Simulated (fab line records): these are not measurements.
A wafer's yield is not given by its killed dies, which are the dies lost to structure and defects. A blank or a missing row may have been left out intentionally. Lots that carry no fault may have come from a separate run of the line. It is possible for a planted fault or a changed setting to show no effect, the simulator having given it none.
fab line records	flow sky130	part 1 of 2: steps 1 to 42 of 43
[record] lots = 6	wafers = 18	lastDay = 50
route steps=708 shown POLY_GATE@221 LDD_N@237 LDD_P@255 PAD_OPEN@708
lots untouched by any fault: they come from a run of this same line in which no faults occurred
startH: hours from the record's first day to the start of the lot's first wafer shown	waitH: how many hours have passed since the lot's step before this one	" repeats the value in the row above	L1.1+2: a single row standing in for several wafers	- value missing, or start not given	* or withheld: withheld	< > ~ a bound
route shown NAME@n: NAME is a module with steps in the file, n the number in the route of the first one	usual: mean/standard deviation taken from wafers without a fault	same: alike in all rows	chamber/n: place in a boat	sites: readings site by site	_std_site: how widely they spread, as a standard deviation	_edge_site: outer sites' mean less inner sites'	radiusMm: how far each site lies from the wafer's centre	mask NAME#n: copy n	behind: the tool/chamber that last shaped the wafer	hold: what put the lot on hold/how long, in hours/how the hold closed	device: which transistor (n, p or np) failed to switch	end of line: the same wafers' tests at the end of the route	a step with no rows: only its recipe	killed: not the wafer's yield, but the dies lost to structure and defects at the first sort	map: dies across one wafer; x = killed, . = not, _ = none there
set.NAME: the setting as run; set.NAME@STEP: as run at that earlier step	model.NAME: the simulator's own value behind a step, which no gauge read
certain route steps with their lots: each step a table, each wafer a row
services: a tool's chamber out of use, with start hour (startH, from the record's first day; less than 0 if before it), hours out, and reason
[[steps]]
[step SKY_POLY_GATE_COAT_07]
[recipe] resist = BARC	tempC = withheld	timeS = withheld	spinRpm = 3000	resistThkNm = 110
[step SKY_POLY_GATE_COAT_08]
[recipe] resist = KrF-thick	spinRpm = 3000	resistThkNm = 450
[step SKY_POLY_GATE_SOFTBAKE_09]
[recipe] tempC = 100	timeS = 90	resist = KrF-thick
[step SKY_POLY_GATE_EXPOSE_10]
[recipe] maskId = P1M	na = 0.68	sourceShape = conventional	sigmaOuter = 0.6	targetCdNm = 150	doseMj = 28
[step SKY_POLY_GATE_PEB_11]
[recipe] pebTempC = withheld	pebTimeS = withheld	resist = KrF-thick
[step SKY_POLY_GATE_DEVELOP_12]
[recipe] developTimeS = 60	resist = KrF-thick	devTempC = 21
[step SKY_POLY_GATE_CD_MEAS_13]
[recipe] targetCdNm = 150
[usual] cdNm = 149.6/1.3
lot.wafer	tool	chamber	startH	waitH	cdNm
L841.2	cdSem-02	-	385.39	-	151.7
L841.3	"	-	"	"	150.6
L841.6	"	-	"	"	150.7
L845.2	cdSem-02	-	431.29	-	148.0
L845.4	"	-	"	"	149.5
L845.6	"	-	"	"	148.2
L850.2	cdSem-02	-	461.20	-	150.6
L850.3	"	-	"	"	150.8
L850.4	"	-	"	"	148.5
L851.4	cdSem-02	-	470.11	-	147.5
L851.5	"	-	"	"	147.6
L851.6	"	-	"	"	148.8
L856.2	cdSem-01	-	514.87	-	149.4
L856.3	"	-	"	"	149.8
L856.5	"	-	"	"	149.7
L862.1	cdSem-02	-	565.97	-	149.2
L862.3	"	-	"	"	148.3
L862.5	"	-	"	"	148.0
[step SKY_POLY_GATE_OVL_MEAS_14]
[usual] POLY_GATE_OVL = -3/5.9
lot.wafer	tool	chamber	startH	waitH	POLY_GATE_OVL[nm]
L841.2	overlay-01	-	385.50	0.1	-2
L841.3	"	-	"	"	5
L841.6	"	-	"	"	-7
L845.2	overlay-02	-	431.40	0.1	-5
L845.4	"	-	"	"	-11
L845.6	"	-	"	"	-14
L850.2	overlay-02	-	461.31	0.1	-6
L850.3	"	-	"	"	-10
L850.4	"	-	"	"	0
L851.4	overlay-01	-	470.19	0.1	-2
L851.5	"	-	"	"	1
L851.6	"	-	"	"	-3
L856.2	overlay-01	-	514.98	0.1	-5
L856.3	"	-	"	"	-5
L856.5	"	-	"	"	-2
L862.1	overlay-01	-	566.09	0.1	-1
L862.3	"	-	"	"	-2
L862.5	"	-	"	"	-14
[step SKY_POLY_GATE_ETCH_15]
[recipe] chemistry = N2/H2	target = BARC	ionEnergyEv = 200	sourceW = 500	biasW = 100	pressureMtorr = 30	n2FlowSccm = 100	h2FlowSccm = 200	stopOn = SiO2	timeS = 118.5	targetDepthA = 1100
[usual] chamberPressureMTorr = 30.003/0.027	drypumpMotorCurrentA = 5.7/0.34	oesProductAu = 0.716/0.0047	throttleValvePct = 13.212/0.0096
[same] timeS = 118.5
lot.wafer	tool	chamber	startH	waitH	chamberPressureMTorr	drypumpMotorCurrentA	oesProductAu	rfHoursCounterH	throttleValvePct
L841.2	rieDiel-02	2	385.53	0.0	29.994	5.8	0.710	35	13.215
L841.3	"	0	"	"	30.014	5.7	0.712	51	13.214
L841.6	"	0	"	"	30.034	5.7	0.717	-	13.208
L845.2	rieDiel-04	2	431.43	0.0	29.981	5.1	0.713	63	13.220
L845.4	"	1	"	"	30.004	5.9	0.709	-	13.206
L845.6	"	2	"	"	30.013	5.1	0.717	-	13.206
L850.2	rieDiel-01	0	461.34	0.0	29.986	5.4	0.718	58	13.219
L850.3	"	1	"	"	30.027	5.6	0.718	56	13.227
L850.4	"	3	"	"	29.989	6.1	0.722	2	13.214
L851.4	rieDiel-04	0	470.25	0.1	30.030	6.1	0.715	-	13.199
L851.5	"	1	"	"	30.009	5.8	0.719	-	13.212
L851.6	"	2	"	"	29.989	5.1	0.719	-	13.197
L856.2	rieDiel-02	2	515.01	0.0	29.998	5.8	0.717	38	13.196
L856.3	"	1	"	"	30.046	5.0	0.710	1	13.216
L856.5	"	2	"	"	29.988	5.8	0.722	-	13.219
L862.1	rieDiel-02	1	566.12	0.0	29.992	5.0	0.709	2	13.214
L862.3	"	0	"	"	30.081	5.7	0.719	54	13.215
L862.5	"	0	"	"	30.014	5.7	0.717	-	13.212
[step SKY_POLY_GATE_ETCH_16]
[recipe] stopOn = poly-Si	chemistry = CH3F/O2	target = Si3N4	sourceW = 400	biasW = 80	pressureMtorr = 25	ch3fFlowSccm = 40	O2_flow_sccm = 30	timeS = 147.5	targetDepthA = 750
[usual] ch3fFlowSccm = 39.99/0.12	chamberPressureMTorr = 25.002/0.024	drypumpMotorCurrentA = 5.7/0.34	oesProductAu = 0.639/0.0053	throttleValvePct = 10.534/0.0087
[same] timeS = 147.5
lot.wafer	tool	chamber	startH	waitH	ch3fFlowSccm	chamberPressureMTorr	drypumpMotorCurrentA	oesProductAu	rfHoursCounterH	throttleValvePct
L841.2	rieDiel-02	2	385.61	0.0	40.19	25.024	5.8	0.628	35	10.527
L841.3	"	0	"	"	39.91	24.977	5.7	0.637	51	10.537
L841.6	"	0	"	"	39.98	25.010	5.6	0.643	-	10.531
L845.2	rieDiel-04	2	431.51	0.0	40.00	25.015	5.1	0.649	63	10.538
L845.4	"	1	"	"	40.29	24.982	5.8	0.635	-	10.523
L845.6	"	2	"	"	40.07	25.027	5.1	0.636	-	10.523
L850.2	rieDiel-01	0	461.42	0.0	39.92	25.010	5.3	0.634	58	10.535
L850.3	"	1	"	"	39.74	25.045	5.6	0.640	56	10.510
L850.4	"	3	"	"	39.98	25.006	6.1	0.638	2	10.538
L851.4	rieDiel-04	0	470.34	0.0	39.94	25.007	6.1	0.638	-	10.536
L851.5	"	1	"	"	39.81	25.002	5.8	0.639	-	10.530
L851.6	"	2	"	"	39.91	25.038	5.1	0.640	-	10.528
L856.2	rieDiel-02	2	515.09	0.0	39.88	25.007	5.8	0.639	38	10.528
L856.3	"	1	"	"	39.89	24.980	5.0	0.649	1	10.521
L856.5	"	2	"	"	39.97	25.033	5.8	0.632	-	10.535
L862.1	rieDiel-02	1	566.21	0.0	40.05	24.970	5.0	0.640	2	10.536
L862.3	"	0	"	"	39.83	24.973	5.7	0.641	54	10.524
L862.5	"	0	"	"	40.03	24.957	5.7	0.645	-	10.550
[step SKY_POLY_GATE_ETCH_17]
[recipe] targetDepthNm = 180	stopOn = SiO2	overEtchFrac = 0.5456	chemistry = HBr/Cl2	target = poly-Si	icpW = 400	biasW = 100	pressureMtorr = 10	HBr_flow_sccm = 150	Cl2_flow_sccm = 50	timeS = 70.5
[usual] chamberPressureMTorr = 10.000/0.01	drypumpMotorCurrentA = 5.8/0.4	oesProductAu = 0.988/0.0089	throttleValvePct = 33.683/0.0099
[same] timeS = 70.5
lot.wafer	tool	chamber	startH	waitH	chamberPressureMTorr	drypumpMotorCurrentA	oesProductAu	rfHoursCounterH	throttleValvePct
L841.2	rieSi-02	0	385.71	0.0	10.015	5.7	0.993	3	33.668
L841.3	"	2	"	"	10.006	5.5	0.979	1	33.693
L841.6	"	0	"	"	9.998	5.7	0.986	-	33.679
L845.2	rieSi-01	3	431.61	0.0	10.007	5.2	0.985	3	33.685
L845.4	"	0	"	"	10.002	5.2	0.987	6	33.691
L845.6	"	1	"	"	9.988	5.8	0.975	-	33.679
L850.2	rieSi-02	2	461.52	0.0	10.002	5.5	0.976	2	33.709
L850.3	"	0	"	"	10.011	5.7	0.973	4	33.681
L850.4	"	1	"	"	9.989	6.4	0.986	0	33.698
L851.4	rieSi-02	3	470.42	0.0	9.986	6.0	0.984	-	33.693
L851.5	"	0	"	"	9.987	5.7	0.999	-	33.685
L851.6	"	1	"	"	9.995	6.3	0.984	-	33.679
L856.2	rieSi-01	0	515.19	0.0	10.010	5.2	0.998	7	33.692
L856.3	"	1	"	"	9.982	5.8	0.992	0	33.708
L856.5	"	0	"	"	10.003	5.2	0.995	-	33.677
L862.1	rieSi-01	1	566.31	0.0	10.001	5.8	0.983	0	33.685
L862.3	"	0	"	"	10.004	5.2	0.991	7	33.687
L862.5	"	3	"	"	10.011	5.2	0.996	-	33.698
[step SKY_POLY_GATE_STRIP_18]
[recipe] chemistry = O2/N2	powerW = 1400	pressureMtorr = 1500	platenTempC = withheld	o2FlowSccm = 3000	n2FlowSccm = 300	overashFraction = 0.5
[usual] chamberPressureMTorr = 1500.1/1.4	drypumpMotorCurrentA = 6.2/0.37	oesProductAu = 0.362/0.0047	stripTimeToEndpointS = 3.20/0.039
lot.wafer	tool	chamber	startH	waitH	chamberPressureMTorr	drypumpMotorCurrentA	oesProductAu	rfHoursCounterH	stripTimeToEndpointS
L841.2	plasmaAsher-03	1	385.76	0.0	1500.1	6.4	0.363	70	3.17
L841.3	"	1	"	"	1497.4	6.4	0.363	-	3.25
L841.6	"	1	"	"	1501.8	6.4	0.360	-	3.22
L845.2	plasmaAsher-04	0	431.66	0.0	1500.3	6.4	0.358	61	3.17
L845.4	"	0	"	"	1500.5	6.4	0.362	-	3.23
L845.6	"	0	"	"	1501.8	6.3	0.366	-	3.23
L850.2	plasmaAsher-03	0	461.58	0.0	1499.7	5.7	0.358	77	3.23
L850.3	"	1	"	"	1501.2	6.4	0.354	-	3.25
L850.4	"	0	"	"	1499.0	5.7	0.361	-	3.19
L851.4	plasmaAsher-03	1	470.48	0.0	1498.5	6.4	0.362	-	3.19
L851.5	"	0	"	"	1499.9	5.6	0.365	-	3.25
L851.6	"	1	"	"	1501.3	6.4	0.361	-	3.19
L856.2	plasmaAsher-04	1	515.24	0.0	1499.9	5.8	0.362	70	3.13
L856.3	"	1	"	"	1498.2	5.8	0.364	-	3.15
L856.5	"	0	"	"	1501.9	6.3	0.357	-	3.16
L862.1	plasmaAsher-03	1	566.36	0.0	1501.5	6.5	0.353	87	3.22
L862.3	"	0	"	"	1500.2	5.7	0.372	-	3.24
L862.5	"	1	"	"	1497.3	6.4	0.356	-	3.23
[step SKY_POLY_GATE_CLEAN_19]
[recipe] chemistry = SC1/SC2	mix = 1:4:20	tempC = 70	timeS = 150	dry = n2Spin
[same] timeS = 150
lot.wafer	tool	chamber	startH	waitH
L841.2+3+6	wetBench-03	0	385.86	0.1
L845.2+4+6	wetBench-01	0	431.76	0.1
L850.2+3+4	wetBench-03	1	461.68	0.1
L851.4+5+6	wetBench-03	0	470.54	0.0
L856.2+3+5	wetBench-04	1	515.34	0.1
L862.1+3+5	wetBench-04	2	566.46	0.1
[step SKY_POLY_GATE_OXIDATION_20]
[recipe] tempC = 850	ambient = O2	stabiliseS = 600	purgeS = 300	targetThkA = 40	oxTimeS = 899
[step SKY_POLY_GATE_THK_MEAS_21]
[recipe] reads = SiO2_of_POLY_GATE_OXIDATION_20
[usual] POLY_GATE_OXIDATION_THK = 4.01/0.069
lot.wafer	tool	chamber	startH	waitH	POLY_GATE_OXIDATION_THK[nm]
L841.2	filmMetro-04	-	387.89	0.0	3.87
L841.3	"	-	"	"	3.99
L841.6	"	-	"	"	3.88
L845.2	filmMetro-01	-	433.08	0.0	4.07
L845.4	"	-	"	"	4.13
L845.6	"	-	"	"	4.10
L850.2	filmMetro-04	-	465.08	0.0	4.06
L850.3	"	-	"	"	3.99
L850.4	"	-	"	"	4.06
L851.4	filmMetro-01	-	473.08	0.0	4.02
L851.5	"	-	"	"	4.05
L851.6	"	-	"	"	4.06
L856.2	filmMetro-01	-	516.65	0.0	4.07
L856.3	"	-	"	"	4.13
L856.5	"	-	"	"	4.13
L862.1	filmMetro-01	-	567.77	0.0	4.01
L862.3	"	-	"	"	4.02
L862.5	"	-	"	"	4.04
[step SKY_POLY_GATE_CD_MEAS_22]
[usual] cdNm = 148.9/2.7
lot.wafer	tool	chamber	startH	waitH	cdNm
L841.2	cdSem-02	-	387.97	0.1	153.7
L841.3	"	-	"	"	149.6
L841.6	"	-	"	"	149.6
L845.2	cdSem-02	-	433.16	0.1	148.7
L845.4	"	-	"	"	151.1
L845.6	"	-	"	"	147.0
L850.2	cdSem-02	-	465.16	0.1	144.7
L850.3	"	-	"	"	152.3
L850.4	"	-	"	"	148.9
L851.4	cdSem-01	-	473.19	0.1	146.5
L851.5	"	-	"	"	146.4
L851.6	"	-	"	"	152.1
L856.2	cdSem-01	-	516.73	0.1	150.3
L856.3	"	-	"	"	149.4
L856.5	"	-	"	"	152.1
L862.1	cdSem-01	-	567.83	0.1	148.7
L862.3	"	-	"	"	148.4
L862.5	"	-	"	"	147.3
[step SKY_LDD_N_DEHYDRATE_00]
[recipe] tempC = 200	timeS = 60
[step SKY_LDD_N_HMDS_01]
[recipe] primeTimeS = 60	primeTempC = 120
[step SKY_LDD_N_COAT_02]
[recipe] resist = NOVOLAK	spinRpm = 3000	resistThkNm = 306
[step SKY_LDD_N_SOFTBAKE_03]
[recipe] tempC = 90	timeS = 60	resist = NOVOLAK
[step SKY_LDD_N_EXPOSE_04]
[recipe] maskId = NTM	targetCdNm = 840	na = 0.6	sourceShape = conventional	sigmaOuter = 0.6	doseMj = 110
[step SKY_LDD_N_PEB_05]
[recipe] tempC = withheld	timeS = *	resist = NOVOLAK
[step SKY_LDD_N_DEVELOP_06]
[recipe] developTimeS = 60	devTempC = 23
[step SKY_LDD_N_OVL_MEAS_07]
[usual] LDD_N_OVL = -0.5/1.4
lot.wafer	tool	chamber	startH	waitH	LDD_N_OVL[nm]
L841.2	overlay-01	-	417.23	0.1	1.3
L841.3	"	-	"	"	-1.6
L841.6	"	-	"	"	-1.0
L845.2	overlay-02	-	464.52	0.1	-1.0
L845.4	"	-	"	"	-0.8
L845.6	"	-	"	"	-4.5
L850.2	overlay-01	-	496.08	0.1	-0.8
L850.3	"	-	"	"	-1.3
L850.4	"	-	"	"	1.0
L851.4	overlay-02	-	504.08	0.1	-1.5
L851.5	"	-	"	"	1.0
L851.6	"	-	"	"	-1.9
L856.2	overlay-01	-	547.33	0.1	0.4
L856.3	"	-	"	"	-0.4
L856.5	"	-	"	"	-0.4
L862.1	overlay-01	-	598.16	0.1	-0.2
L862.3	"	-	"	"	-1.5
L862.5	"	-	"	"	-0.1
[step SKY_LDD_N_IMPLANT_08]
[recipe] species = As	energyKev = 20	doseCm2 = 7.5e+13	tiltDeg = withheld	rotationDeg = 23
[step SKY_LDD_N_IMPLANT_09]
[recipe] species = As	energyKev = 20	doseCm2 = 7.5e+13	tiltDeg = withheld	rotationDeg = 113
[step SKY_LDD_N_IMPLANT_10]
[recipe] species = As	energyKev = 20	doseCm2 = 7.5e+13	tiltDeg = withheld	rotationDeg = 203
[step SKY_LDD_N_IMPLANT_11]
[recipe] species = As	energyKev = 20	doseCm2 = 7.5e+13	tiltDeg = withheld	rotationDeg = 293
[step SKY_LDD_N_IMPLANT_12]
[recipe] species = BF2	energyKev = 50	doseCm2 = 5e+12	tiltDeg = 30	rotationDeg = 0
[step SKY_LDD_N_IMPLANT_13]
[recipe] species = BF2	energyKev = 50	doseCm2 = 5e+12	tiltDeg = 30	rotationDeg = 90
[step SKY_LDD_N_IMPLANT_14]
[recipe] species = BF2	energyKev = 50	doseCm2 = 5e+12	tiltDeg = 30	rotationDeg = 180
[step SKY_LDD_N_IMPLANT_15]
[recipe] species = BF2	energyKev = 50	doseCm2 = 5e+12	tiltDeg = 30	rotationDeg = 270
[step SKY_LDD_N_STRIP_16]
[recipe] chemistry = O2/N2	powerW = 1400	pressureMtorr = 1500	platenTempC = withheld	o2FlowSccm = 3000	n2FlowSccm = 300	overashFraction = 0.5
[usual] chamberPressureMTorr = 1500.0/1.5	drypumpMotorCurrentA = 6.2/0.44	oesProductAu = 0.410/0.0049	stripTimeToEndpointS = 4.393/0.014
lot.wafer	tool	chamber	startH	waitH	chamberPressureMTorr	drypumpMotorCurrentA	oesProductAu	rfHoursCounterH	stripTimeToEndpointS
L841.2	plasmaAsher-01	1	418.46	0.1	1500.2	6.4	0.409	74	4.387
L841.3	"	0	"	"	1501.9	6.7	0.412	-	4.407
L841.6	"	1	"	"	1500.7	6.4	0.413	-	4.383
L845.2	plasmaAsher-01	0	465.75	0.1	1498.2	6.7	0.407	3	4.396
L845.4	"	1	"	"	1502.9	6.4	0.406	-	4.383
L845.6	"	0	"	"	1496.4	6.7	0.408	-	4.395
L850.2	plasmaAsher-03	0	497.31	0.1	1502.4	5.6	0.401	80	4.405
L850.3	"	1	"	"	1499.3	6.4	0.414	-	4.402
L850.4	"	0	"	"	1498.9	5.7	0.414	-	4.399
L851.4	plasmaAsher-03	0	505.33	0.1	1501.3	5.7	0.411	-	4.383
L851.5	"	0	"	"	1498.7	5.7	0.407	-	4.382
L851.6	"	1	"	"	1501.5	6.4	0.411	-	4.363
L856.2	plasmaAsher-01	1	548.56	0.1	1501.9	6.4	0.406	12	4.386
L856.3	"	1	"	"	1499.9	6.4	0.422	-	4.394
L856.5	"	1	"	"	1501.0	6.4	0.400	-	4.389
L862.1	plasmaAsher-01	0	599.39	0.1	1499.8	6.7	0.400	17	4.386
L862.3	"	0	"	"	1499.9	6.7	0.410	-	4.383
L862.5	"	1	"	"	1500.2	6.4	0.412	-	4.398
[step SKY_LDD_N_TW_MEAS_17]
[usual] LDD_N_TW = 2590/18
lot.wafer	tool	chamber	startH	waitH	LDD_N_TW
L841.2	filmMetro-03	-	418.57	0.1	2592
L841.3	"	-	"	"	2604
L841.6	"	-	"	"	2601
L845.2	filmMetro-04	-	465.86	0.1	2614
L845.4	"	-	"	"	2612
L845.6	"	-	"	"	2606
L850.2	filmMetro-04	-	497.42	0.1	2604
L850.3	"	-	"	"	2613
L850.4	"	-	"	"	2609
L851.4	filmMetro-03	-	505.42	0.1	2602
L851.5	"	-	"	"	2576
L851.6	"	-	"	"	2586
L856.2	filmMetro-04	-	548.67	0.1	2629
L856.3	"	-	"	"	2617
L856.5	"	-	"	"	2623
L862.1	filmMetro-04	-	599.49	0.1	2601
L862.3	"	-	"	"	2592
L862.5	"	-	"	"	2590
[step SKY_LDD_P_DEHYDRATE_00]
[recipe] tempC = 200	timeS = 60
[step SKY_LDD_P_HMDS_01]
[recipe] primeTimeS = 60	primeTempC = 120
[step SKY_LDD_P_COAT_02]
[recipe] resist = NOVOLAK	spinRpm = 3000	resistThkNm = 1140
[step SKY_LDD_P_SOFTBAKE_03]
[recipe] tempC = 90	timeS = 60	resist = NOVOLAK
[step SKY_LDD_P_EXPOSE_04]
[recipe] maskId = PSDM	na = 0.6	sourceShape = conventional	sigmaOuter = 0.6	polarization = unpolarized	targetCdNm = 380	doseMj = 138
[step SKY_LDD_P_PEB_05]
[recipe] tempC = withheld	timeS = *	resist = NOVOLAK
[step SKY_LDD_P_DEVELOP_06]
[recipe] resist = NOVOLAK	developer = TMAH	developTimeS = 60	devTempC = 23.57
[step SKY_LDD_P_CD_MEAS_07]
[recipe] targetCdNm = 380
[usual] cdNm = 378.5/2.3
lot.wafer	tool	chamber	startH	waitH	cdNm
L841.2	cdSem-02	-	448.43	0.1	377.7
L841.3	"	-	"	"	379.8
L841.6	"	-	"	"	378.5
L845.2	cdSem-01	-	496.13	0.1	380.2
L845.4	"	-	"	"	378.0
L845.6	"	-	"	"	379.0
L850.2	cdSem-01	-	527.73	0.1	378.3
L850.3	"	-	"	"	376.8
L850.4	"	-	"	"	377.5
L851.4	cdSem-02	-	535.91	0.1	380.8
L851.5	"	-	"	"	378.0
L851.6	"	-	"	"	379.7
L856.2	cdSem-02	-	578.55	0.1	381.0
L856.3	"	-	"	"	376.6
L856.5	"	-	"	"	378.8
L862.1	cdSem-02	-	628.25	0.1	381.7
L862.3	"	-	"	"	381.8
L862.5	"	-	"	"	380.9
